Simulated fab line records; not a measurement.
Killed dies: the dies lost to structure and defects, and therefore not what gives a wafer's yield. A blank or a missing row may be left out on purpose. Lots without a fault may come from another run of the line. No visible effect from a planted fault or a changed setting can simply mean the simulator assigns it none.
Matching of chambers | flow sky130 | SKY_LI_CONTACT_CMP_24 on cmp-01 has 4 sister chambers
The step polishes, stops on PSG, t overpolish 20 s, target thk 0 nm. 4 wafers are shown with their chamber, then 7 later ones without.

## WAFERS PAIRED WITH THEIR CHAMBERS
wafer  | chamber | motor-current-A (A)
L619.5 | 0       | 10.4
L624.4 | 1       | 12.5
L627.1 | 3       | 11.1
L627.3 | 2       | 11.0

## WAFERS WHOSE CHAMBER IS MISSING
wafer  | motor-current-A (A)
L627.6 | 12.2
L628.3 | 10.5
L628.4 | 9.9
L628.6 | 10.3
L630.2 | 11.7
L630.5 | 10.3
L630.6 | 12.1

## WHICH CHAMBER EACH WENT THROUGH
wafer  | from the rows above               | in truth
L627.6 | 1                                 | 1
L628.3 | can't be placed: 0 or 2 or 3      | 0
L628.4 | can't be placed: 0 or 2 or 3      | 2
L628.6 | can't be placed: 0 or 2 or 3      | 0
L630.2 | can't be placed: 3 or 2 or 1 or 0 | 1
L630.5 | can't be placed: 0 or 2 or 3      | 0
L630.6 | can't be placed: 1 or 3 or 2      | 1
Correct placement for 1 of the 7. Cannot be placed on the basis of these rows: 6; the candidates contain the true chamber in 6. Number placed wrongly: 0.
How it was worked out, from the rows above alone: a wafer's distance from a chamber is the root of the sum, over the readings, of the square of ((its reading less the chamber's mean) divided by the reading's scatter). The wafer belongs to the nearest chamber; if the next one is less than 2 further off, it can't be placed. The mean given for a chamber averages the wafers shown for that chamber. The scatter: with one shown wafer a chamber, the root of the mean of the squares of how far each hidden wafer lies from its nearest shown one.
